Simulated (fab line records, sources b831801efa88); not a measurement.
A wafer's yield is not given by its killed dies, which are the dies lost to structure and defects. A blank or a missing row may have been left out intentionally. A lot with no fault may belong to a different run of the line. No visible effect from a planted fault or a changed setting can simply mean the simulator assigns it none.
Matching of chambers || flow gf180mcu || 4 sister chambers for GF_V4_CMP_04 on cmp-02
The step polishes SiO2. 27 wafers are shown with their chamber, then 12 later ones without.

## WAFERS, EACH WITH ITS CHAMBER
{"wafer": "L078.2", "chamber": 0, "motor current A (A)": 11.7, "time to endpoint s (s)": 80}
{"wafer": "L078.3", "chamber": 3, "motor current A (A)": 13.2, "time to endpoint s (s)": 79}
{"wafer": "L078.5", "chamber": 1, "motor current A (A)": 11.2, "time to endpoint s (s)": 76}
{"wafer": "L080.1", "chamber": 2, "motor current A (A)": 10.0, "time to endpoint s (s)": 79}
{"wafer": "L080.2", "chamber": 1, "motor current A (A)": 11.6, "time to endpoint s (s)": 68}
{"wafer": "L080.3", "chamber": 3, "motor current A (A)": 12.3, "time to endpoint s (s)": 77}
{"wafer": "L080.4", "chamber": 0, "motor current A (A)": 11.3, "time to endpoint s (s)": 85}
{"wafer": "L080.5", "chamber": 2, "motor current A (A)": 9.7, "time to endpoint s (s)": 74}
{"wafer": "L080.6", "chamber": 3, "motor current A (A)": 13.2, "time to endpoint s (s)": 86}
{"wafer": "L082.2", "chamber": 3, "motor current A (A)": 12.4, "time to endpoint s (s)": 75}
{"wafer": "L082.5", "chamber": 0, "motor current A (A)": 11.6, "time to endpoint s (s)": 89}
{"wafer": "L082.6", "chamber": 3, "motor current A (A)": 13.0, "time to endpoint s (s)": 75}
{"wafer": "L084.1", "chamber": 3, "motor current A (A)": 12.5, "time to endpoint s (s)": 84}
{"wafer": "L084.2", "chamber": 1, "motor current A (A)": 11.8, "time to endpoint s (s)": 76}
{"wafer": "L084.3", "chamber": 0, "motor current A (A)": 12.3, "time to endpoint s (s)": 77}
{"wafer": "L085.1", "chamber": 2, "motor current A (A)": 10.4, "time to endpoint s (s)": 81}
{"wafer": "L085.3", "chamber": 0, "motor current A (A)": 11.4, "time to endpoint s (s)": 75}
{"wafer": "L085.4", "chamber": 1, "motor current A (A)": 11.6, "time to endpoint s (s)": 72}
{"wafer": "L085.2", "chamber": 3, "motor current A (A)": 13.3, "time to endpoint s (s)": 69}
{"wafer": "L085.5", "chamber": 1, "motor current A (A)": 11.7, "time to endpoint s (s)": 73}
{"wafer": "L085.6", "chamber": 0, "motor current A (A)": 11.4, "time to endpoint s (s)": 87}
{"wafer": "L088.2", "chamber": 1, "motor current A (A)": 12.3, "time to endpoint s (s)": 75}
{"wafer": "L088.3", "chamber": 2, "motor current A (A)": 9.9, "time to endpoint s (s)": 71}
{"wafer": "L088.5", "chamber": 3, "motor current A (A)": 13.0, "time to endpoint s (s)": 82}
{"wafer": "L088.1", "chamber": 0, "motor current A (A)": 11.3, "time to endpoint s (s)": 87}
{"wafer": "L088.4", "chamber": 3, "motor current A (A)": 12.7, "time to endpoint s (s)": 90}
{"wafer": "L088.6", "chamber": 2, "motor current A (A)": 9.8, "time to endpoint s (s)": 84}

SIGNATURES (averages over the wafers above)
{"reading": "motor current A", "chamber 0": 11.571, "chamber 1": 11.700, "chamber 2": 9.960, "chamber 3": 12.844, "scatter within a chamber": 0.351}
{"reading": "time to endpoint s", "chamber 0": 82.86, "chamber 1": 73.33, "chamber 2": 77.80, "chamber 3": 79.67, "scatter within a chamber": 5.42}
Rule: a wafer lies at a distance from a chamber equal to the root of the sum of squares, over the readings, of (its reading less the chamber's mean, divided by the reading's scatter). The wafer belongs to the nearest chamber; if the next one is less than 2 further off, it can't be placed. The scatter: take each reading less its chamber's mean, square it, sum over the shown wafers, divide by the number of wafers less the number of chambers, and take the root.

## WAFERS WITH NO CHAMBER GIVEN
{"wafer": "L090.2", "motor current A (A)": 11.7, "time to endpoint s (s)": 73}
{"wafer": "L090.3", "motor current A (A)": 11.6, "time to endpoint s (s)": 74}
{"wafer": "L090.4", "motor current A (A)": 12.1, "time to endpoint s (s)": 89}
{"wafer": "L091.1", "motor current A (A)": 9.9, "time to endpoint s (s)": 81}
{"wafer": "L091.3", "motor current A (A)": 11.2, "time to endpoint s (s)": 83}
{"wafer": "L091.4", "motor current A (A)": 13.1, "time to endpoint s (s)": 85}
{"wafer": "L093.1", "motor current A (A)": 10.7, "time to endpoint s (s)": 77}
{"wafer": "L093.5", "motor current A (A)": 9.2, "time to endpoint s (s)": 91}
{"wafer": "L093.6", "motor current A (A)": 11.3, "time to endpoint s (s)": 87}
{"wafer": "L096.3", "motor current A (A)": 12.2, "time to endpoint s (s)": 77}
{"wafer": "L096.4", "motor current A (A)": 9.7, "time to endpoint s (s)": 79}
{"wafer": "L096.5", "motor current A (A)": 10.0, "time to endpoint s (s)": 83}

## EACH ONE'S CHAMBER
{"wafer": "L090.2", "from the rows above": "can't be placed: 1 or 0", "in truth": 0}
{"wafer": "L090.3", "from the rows above": "can't be placed: 1 or 0", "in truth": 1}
{"wafer": "L090.4", "from the rows above": "can't be placed: 0 or 3 or 1", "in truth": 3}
{"wafer": "L091.1", "from the rows above": 2, "in truth": 2}
{"wafer": "L091.3", "from the rows above": "can't be placed: 0 or 1", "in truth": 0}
{"wafer": "L091.4", "from the rows above": 3, "in truth": 3}
{"wafer": "L093.1", "from the rows above": "can't be placed: 2 or 0 or 1", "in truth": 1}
{"wafer": "L093.5", "from the rows above": 2, "in truth": 2}
{"wafer": "L093.6", "from the rows above": "can't be placed: 0 or 1", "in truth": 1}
{"wafer": "L096.3", "from the rows above": "can't be placed: 1 or 3 or 0", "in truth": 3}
{"wafer": "L096.4", "from the rows above": 2, "in truth": 2}
{"wafer": "L096.5", "from the rows above": 2, "in truth": 2}
Placed correctly: 5 of 12. From these rows, 7 cannot be placed; in 7 the true chamber is one of the candidates. 0 placed wrongly.
